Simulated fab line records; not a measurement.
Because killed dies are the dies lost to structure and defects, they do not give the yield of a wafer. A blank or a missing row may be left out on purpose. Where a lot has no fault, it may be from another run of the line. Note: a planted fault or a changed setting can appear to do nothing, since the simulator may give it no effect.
The same fault as seen by 2 desks ; flow gf180mcu ; only its own numbers are on each desk; what lay behind them is given at the end

DESK OF THE TOOL OWNER: lithoTrack-04
The tool's own readings at GF_POLY_GATE_PEB_08 (peb time 90 s): means of the sampled wafers that have a number, for each lot that ran on this tool. The brackets show how far a lot's mean lies from the usual mean; more than 4 standard deviations puts the lot out of limits, marked OUT.
Columns: A = resistLineTempC at GF_POLY_GATE_PEB_08, usual 22.99 C
lot;first seen here;A
L781;day 9 20:10;23.02
L786;day 11 08:47;23.00
L791;day 13 01:16;22.99
L793;day 13 09:44;22.81
This desk found nothing out of limits on any of the 4 lots.

METROLOGY DESK
What the gauges read for every lot (on any tool): the sampled wafers with a number, averaged. The brackets show how far a lot's mean lies from the usual mean; more than 4 standard deviations puts the lot out of limits, marked OUT.
Columns: A = cdNm at GF_POLY_GATE_CD_MEAS_10, usual 279.9 nm; B = cdNm at GF_V2_CD_MEAS_14, usual 259.8 nm
lot;first seen here;A;B
L780;day 9 11:36;280.8;259.0
L781;day 9 20:31;279.7;258.8
L783;day 10 09:57;280.2;261.3
L785;day 10 23:31;280.5;260.3
L786;day 11 09:13;278.7;260.1
L787;day 11 16:00;281.9;259.2
L788;day 12 01:38;281.3;260.4
L789;day 12 08:13;280.8;261.1
L791;day 13 01:37;273.3 (-5.1) OUT;256.8
L792;day 13 05:01;281.5;260.4
L793;day 13 10:03;273.2 (-5.1) OUT;261.3
L799;day 15 05:20;277.2;262.0
L800;day 15 14:41;280.3;260.2
L802;day 16 06:23;278.5;259.5
This desk finds L791, L793 out of limits, L791 being first, at day 13 01:37 (cdNm at GF_POLY_GATE_CD_MEAS_10). L780, L781, L783, L785, L786, L787, L788, L789, L792, L799, L800, L802 stayed within limits.

BROUGHT TOGETHER
On L791, L793, the metrology desk was in a position to raise an alarm at day 13 01:37.
The tool owner's desk saw nothing out of limits.
Tool owner's desk: L791, L793 on record, inside its limits.
Every lot named ran GF_POLY_GATE_PEB_08 on lithoTrack-04.

WHAT THE SIMULATOR HAD PUT IN
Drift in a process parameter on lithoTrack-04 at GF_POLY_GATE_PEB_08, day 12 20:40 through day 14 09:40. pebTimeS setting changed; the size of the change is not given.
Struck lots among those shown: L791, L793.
Delay in hours, fault start to first out-of-limits reading, per desk: metrology desk 5.
